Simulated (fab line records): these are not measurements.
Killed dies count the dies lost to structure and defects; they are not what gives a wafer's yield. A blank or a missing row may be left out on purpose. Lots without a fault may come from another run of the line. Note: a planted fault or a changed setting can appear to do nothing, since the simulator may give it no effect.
Chamber matching -- flow sky130 -- 4 sister chambers for SKY_LI_CONTACT_ETCH_15 on rieDiel-02
The step etches PSG in C4F8/O2/Ar, stops on Si, target depth 600 nm. 4 wafers are shown with their chamber, then 8 later ones without.

== WAFERS, EACH WITH ITS CHAMBER ==
wafer,chamber,oesProductAu (a.u.)
L093.1,2,0.839
L093.2,3,0.843
L093.3,0,0.839
L093.4,1,0.830

== WAFERS WHOSE CHAMBER IS MISSING ==
wafer,oesProductAu (a.u.)
L093.5,0.841
L093.6,0.840
L094.1,0.830
L094.2,0.835
L094.3,0.836
L094.4,0.834
L094.5,0.836
L094.6,0.841

== EACH ONE'S CHAMBER ==
wafer,from the rows above,in truth
L093.5,can't be placed: 0 or 2 or 3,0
L093.6,can't be placed: 0 or 2 or 3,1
L094.1,1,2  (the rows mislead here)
L094.2,can't be placed: 0 or 2 or 1 or 3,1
L094.3,can't be placed: 0 or 2 or 1 or 3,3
L094.4,can't be placed: 1 or 0 or 2 or 3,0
L094.5,can't be placed: 0 or 2 or 1 or 3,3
L094.6,can't be placed: 0 or 2 or 3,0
Correctly placed: 0 of 8. Unplaceable from these rows: 7, with the true chamber sitting among the candidates in 6. Number placed wrongly: 1.
How it was worked out, from the rows above alone: a wafer's distance from a chamber is the root of the sum, over the readings, of the square of ((its reading less the chamber's mean) divided by the reading's scatter). The wafer belongs to the nearest chamber; if the next one is less than 2 further off, it can't be placed. A chamber's mean is the mean of its shown wafers. The scatter: root of mean squared gap, hidden wafer to nearest shown wafer, with one shown wafer a chamber.
